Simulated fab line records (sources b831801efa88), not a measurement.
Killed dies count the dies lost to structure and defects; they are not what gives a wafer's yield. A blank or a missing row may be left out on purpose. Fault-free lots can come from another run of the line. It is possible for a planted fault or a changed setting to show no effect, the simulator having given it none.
Split-lot trial ; flow sky130 ; 5 lots, 23 wafers read, on a route of 708 steps

== THE SPLIT ==
At SKY_CAPM_METAL_ETCH_13 (etches TiN in Cl2/BCl3, stops on SiO2, target depth 220 nm, time 62.9 s), the setting icpW was moved away from the recipe's 900 W on 8 of the 23 wafers read, by -10.0% to -3.0%. This setting was run at the recipe's value on the other wafers.

The split's own step is where the reading is taken.

== THE READING ==
NOVOLAK_of_CAPM_COAT_07.thkNm (the simulator's own value, which no gauge read), in nm, at SKY_CAPM_METAL_ETCH_13 (etches TiN in Cl2/BCl3, stops on SiO2, target depth 220 nm, time 62.9 s). The file gives no usual value for it. Across the 15 wafers here that went through the recipe, the average is 992.7 nm and the standard deviation 2.8 nm.

wafer;tool, chamber at the split;icpW as run, W;against the recipe;NOVOLAK_of_CAPM_COAT_07.thkNm, nm;against lot-mates on the recipe
L074.1;rieMetal-04, 1;900;recipe;992.8;-
L074.4;rieMetal-04, 0;900;recipe;994;-
L074.5;rieMetal-04, 0;900;recipe;995.3;-
L078.1;rieMetal-03, 1;872.7;-3.0%;995.2;+5.7
L078.2;rieMetal-03, 0;872.7;-3.0%;991.8;+2.3
L078.3;rieMetal-03, 0;900;recipe;989;-
L078.4;rieMetal-03, 1;872.7;-3.0%;992.6;+3.1
L078.5;rieMetal-03, 1;900;recipe;990;-
L075.1;rieMetal-01, 0;900;recipe;986.8;-
L075.2;rieMetal-01, 1;838.1;-6.9%;1003;+13.4
L075.3;rieMetal-01, 1;900;recipe;991.7;-
L075.4;rieMetal-01, 0;838.1;-6.9%;1002;+12.4
L075.5;rieMetal-01, 1;900;recipe;990.2;-
L080.1;rieMetal-04, 0;900;recipe;997.9;-
L080.2;rieMetal-04, 1;900;recipe;995.9;-
L080.3;rieMetal-04, 1;809.9;-10.0%;1003;+6.1
L080.5;rieMetal-04, 1;809.9;-10.0%;1004;+7.1
L080.6;rieMetal-04, 0;809.9;-10.0%;1008;+11.1
L084.1;rieMetal-03, 1;900;recipe;992;-
L084.3;rieMetal-03, 1;900;recipe;993.7;-
L084.4;rieMetal-03, 1;900;recipe;992.8;-
L084.5;rieMetal-03, 1;900;recipe;995;-
L084.6;rieMetal-03, 1;900;recipe;993.6;-

THE FIT
A straight line over all 23 wafers: NOVOLAK_of_CAPM_COAT_07.thkNm changes by -1.24 nm for each +1% of icpW; r = -0.86; the points scatter about the line by 2.8 nm.
The same after taking each lot's own level away (the mean of its wafers on the recipe; 23 wafers): -1.04 nm for each +1%; r = -0.85; scatter 2.5 nm.
Per that fit: largest icpW move, reading shift of 10 nm.
From 989.50 to 996.90 nm: that is the span of the lots' own levels, equal to 2.7 times the standard deviation above.
So the slope is not independent of the lot-to-lot level: the two fits are not the same.
Check: for one of the wafers moved furthest among these (-10.0%), held out of the fit, the line's prediction against its lot-mates is +12.2 nm. Against them it came out at +6.1 nm.

== THESE WAFERS: OTHER SPLITS ==
Note: prior to the reading, these wafers also went through further splits. Each is held against what the fit with the lots' levels taken away leaves over:
other split on the same wafers;wafers away from the commonest value;r with NOVOLAK_of_CAPM_COAT_07.thkNm (lot level and that fit taken away)
SKY_METAL2_SPUTTER_02 timeS;7;-0.15
SKY_METAL2_EXPOSE_12 doseMj;11;+0.35
SKY_VIA2_CVD_21 tempC;6;-0.19

== THE FILE'S OWN FIT ==
NOVOLAK_of_CAPM_COAT_07.thkNm changes by -1.17 nm for each +1% of icpW, r = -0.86.
